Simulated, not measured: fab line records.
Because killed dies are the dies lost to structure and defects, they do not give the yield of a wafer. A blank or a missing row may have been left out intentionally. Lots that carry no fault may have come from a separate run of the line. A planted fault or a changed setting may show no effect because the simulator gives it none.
A struck lot beside a sound one    flow sky130    33 steps out of a route of 708
Sound: the wafers L647.1, L647.2, L647.5. The struck wafers were L640.3, L640.4, L640.5. The cause is given at the end.
Order at every step that has rows: each side's tool, ch and its chambers, its first start. Under that, the readings that differ: sound wafers    struck wafers    difference of the means    sigmas: that difference in standard deviations of wafers without a fault.
alike: same words and numbers on both sides, and readings whose means sit less than 2 such deviations apart. not compared: any withheld reading, any reading some wafer has no value for, any bound like >300 that may hide the same value, and any number with overlapping values for which the record gives no deviation.
The two part at a step that has a row with sigmas, a row that says differs or no value, or rows on one side only. Numbers that don't overlap but have no deviation are shown without sigmas and don't part them. A reading missing from all wafers of one side parts the sides only when that side holds two or more wafers.

first, 5 steps without rows for these wafers: SKY_POLY_CUT_COAT_03 (resist thk 450 nm); SKY_POLY_CUT_SOFTBAKE_04 (time 90 s); SKY_POLY_CUT_EXPOSE_05 (exposes mask NPCM, target cd 270 nm); SKY_POLY_CUT_PEB_06; SKY_POLY_CUT_DEVELOP_07 (develop time 60 s).
SKY_POLY_CUT_CD_MEAS_08: target cd 270 nm.
  struck on cd-sem-02, day 26 02:26; sound on cd-sem-01, day 28 19:07
  alike: cd-nm
SKY_POLY_CUT_OVL_MEAS_09:
  struck on overlay-01, day 26 02:32; sound on overlay-01, day 28 19:14
reading            sound    struck     difference  sigmas
POLY_CUT_OVL (nm)  11 5 15  -4 -5 -14  -18         -3
SKY_POLY_CUT_ETCH_10: etches BARC in N2/H2, stops on SiO2, time 45.9 s, target depth 60 nm.
  sound on rie-diel-01 ch 0,2, day 28 19:16; struck on rie-diel-04 ch 0,2,3, day 26 02:34
  alike: drypump-motor-current-A, oes-product-au, rf-fwd-power-W, throttle-valve-pct
  not compared: rf-hours-counter-h
SKY_POLY_CUT_ETCH_11: etches Si3N4 in CF4/CH2F2/Ar, stops on poly-Si, time 42.5 s, target depth 60 nm.
  sound on rie-diel-01 ch 0,2, day 28 19:19; struck on rie-diel-04 ch 0,2,3, day 26 02:36
  alike: drypump-motor-current-A, oes-product-au, rf-fwd-power-W, throttle-valve-pct
  not compared: rf-hours-counter-h
SKY_POLY_CUT_STRIP_12: strips in O2/N2.
  sound on plasma-asher-02 ch 0,1, day 28 19:21; struck on plasma-asher-03 ch 0,1, day 26 02:40
  alike: drypump-motor-current-A, oes-product-au, strip-time-to-endpoint-s
  not compared: rf-hours-counter-h
then, 2 steps without rows for these wafers: SKY_SD_P_DEHYDRATE_00 (time 60 s); SKY_SD_P_HMDS_01 (prime time 60 s).
SKY_SD_P_COAT_02: resist thk 1140 nm.
  struck on litho-track-02, day 26 17:36; sound on litho-track-04 ch 0, day 29 09:28
  no value came back on the struck wafers for chill-plate-temp-C (C), dispense-pressure-kPa (kPa); on the sound wafers chill-plate-temp-C (C) reads 23.14 22.98 22.96
then, 4 steps without rows for these wafers: SKY_SD_P_SOFTBAKE_03 (time 60 s); SKY_SD_P_EXPOSE_04 (exposes mask PSDM, target cd 380 nm); SKY_SD_P_PEB_05; SKY_SD_P_DEVELOP_06 (develop time 60 s).
SKY_SD_P_CD_MEAS_07: target cd 380 nm.
  struck on cd-sem-01, day 27 08:00; sound on cd-sem-02, day 29 23:40
reading     sound              struck  difference                     sigmas
cd-nm (nm)  375.7 375.1 377.3  - - -   no value on the struck wafers  
SKY_SD_P_OVL_MEAS_08:
  struck on overlay-01, day 27 08:05; sound on overlay-01, day 29 23:47
reading        sound           struck  difference                     sigmas
SD_P_OVL (nm)  -1.3 -2.5 -1.0  - - -   no value on the struck wafers  
then, 1 step without rows for these wafers: SKY_SD_P_IMPLANT_09.
SKY_SD_P_STRIP_10: strips in O2/N2.
  sound on plasma-asher-01 ch 0,1, day 29 23:58; struck on plasma-asher-01 ch 0,1, day 27 08:18
  no value came back on the struck wafers for oes-product-au (a.u.), strip-time-to-endpoint-s (s); on the sound wafers oes-product-au (a.u.) reads 0.617 0.619 0.615
  alike: drypump-motor-current-A
  not compared: rf-hours-counter-h
SKY_SD_P_TW_MEAS_11:
  struck on film-metro-01, day 27 08:23; sound on film-metro-03, day 30 00:04
  alike: SD_P_TW
then, 8 steps without rows for these wafers: SKY_RES_XHIGH_DEHYDRATE_00 (time 60 s); SKY_RES_XHIGH_HMDS_01 (prime time 60 s); SKY_RES_XHIGH_COAT_02 (resist thk 1140 nm); SKY_RES_XHIGH_SOFTBAKE_03 (time 60 s); SKY_RES_XHIGH_EXPOSE_04 (exposes mask URPM, target cd 1270 nm); SKY_RES_XHIGH_PEB_05; SKY_RES_XHIGH_DEVELOP_06 (develop time 60 s); SKY_RES_XHIGH_IMPLANT_07.
SKY_RES_XHIGH_STRIP_08: strips in O2/N2.
  sound on plasma-asher-04 ch 0,1, day 31 04:10; struck on plasma-asher-01 ch 0,1, day 28 13:17
reading                      sound        struck       difference  sigmas
drypump-motor-current-A (A)  4.8 5.2 4.7  6.0 5.4 6.0  +0.9        +2
  alike: oes-product-au, strip-time-to-endpoint-s
  not compared: rf-hours-counter-h
SKY_RES_XHIGH_TW_MEAS_09:
  struck on film-metro-01, day 28 13:23; sound on film-metro-03, day 31 04:16
reading       sound           struck          difference  sigmas
RES_XHIGH_TW  1673 1673 1673  2865 2872 2867  +1195       +80
then, 1 step without rows for these wafers: SKY_SD_N_DEHYDRATE_00 (time 60 s).

WHERE THEY PART
At SKY_POLY_CUT_OVL_MEAS_09 first; at SKY_RES_XHIGH_TW_MEAS_09 last (within this record only).

WHY: the cause the simulator had injected
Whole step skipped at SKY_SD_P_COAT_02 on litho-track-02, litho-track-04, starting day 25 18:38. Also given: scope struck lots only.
